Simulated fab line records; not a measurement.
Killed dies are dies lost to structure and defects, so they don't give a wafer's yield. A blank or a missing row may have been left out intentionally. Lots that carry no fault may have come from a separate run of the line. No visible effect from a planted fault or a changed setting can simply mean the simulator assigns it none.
Problem report in the 8D (eight disciplines) form, filled by code | flow sky130 | the parts of the form that need people (team, actions taken, sign-off) are left out

## 1. WHAT IS WRONG
SD_P_OVL at SKY_SD_P_OVL_MEAS_08 reads a mean of 69.6 nm on 6 wafers of 2 lots; wafers without a fault read -1.2 nm with a standard deviation of 1.6. That is +44 standard deviations from the usual mean.
First observed at day 30 01:30: wafer L206.2, on overlay-02. The record holds 36 wafers of 12 lots with a number at this step. The rule behind "out" and "out of limits": a value lying over 4 standard deviations away from the usual mean. The rest of the wafers with a number are treated as sound.

## 2. WHAT IT IS, AND WHAT IT ISN'T
question                    | is                     | is not
which readings at this step | SD_P_OVL               | -
which lots                  | L206, L210             | L193, L194, L195, L196, L197, L198, L199, L200, L214, L216
which wafers of those lots  | all that have a number | -
read on which gauges        | overlay-01, overlay-02 | -
when                        | from day 30 01:30      | up to then (24 sound wafers); but 6 sound wafers of L214, L216 came after

## 3. WHAT RULES OUT EACH SUSPECT
Counting: a tool at any process step up to the reading remains a suspect when it ran all the lots that are out and ran no sound lot after the first of those.
- the gauge at SKY_SD_P_OVL_MEAS_08 has been ruled out. 2 gauges (overlay-01, overlay-02) read the wafers that are out.
- iline-stepper-02 at SKY_SD_P_EXPOSE_04 (exposes mask PSDM, target cd 380 nm): kept. Every lot that is out went through it, starting with L206 (day 29 11:37), and after that it ran no sound lot; the last sound lot it ran before then is L200 (day 27 11:26).
The count leaves iline-stepper-02 at SKY_SD_P_EXPOSE_04.

## 4. THE CAUSE (what the simulator had put in)
Scanner matching overlay: iline-stepper-02, from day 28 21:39 on, at SKY_SD_P_EXPOSE_04. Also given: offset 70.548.
After counting, this tool was the only one left.

## 5. THE CHAIN OF EFFECTS, in route order
Rows list readings where the struck wafers' mean (over those with a number) sits beyond 3 standard deviations from the usual. Scope: only readings with a usual standard deviation given in the record; hours: median across lots of the time from each lot's start at the first step in this table that gives one to its start at this step; sigmas: change in usual standard deviations.
hours | step                 | reading  | usual   | on struck wafers | change | sigmas
0     | SKY_SD_P_OVL_MEAS_08 | SD_P_OVL | -1.2 nm | 69.6             | +70.8  | +44
Later measuring or inspecting steps at which every struck wafer that the step has a row for has a number for every such reading, and none has moved that far: SKY_LI_CONTACT_THK_MEAS_01.

## 6. WHAT WOULD HAVE CAUGHT IT SOONER
The first out-of-limits reading at a measuring or inspecting step in this record came at day 30 01:30, 28 hours after the fault's start at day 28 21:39.
L210, from the lots that are out (2), started SKY_SD_P_EXPOSE_04 on iline-stepper-02 later than day 30 01:30. A hold on the tool at that time would have spared it.
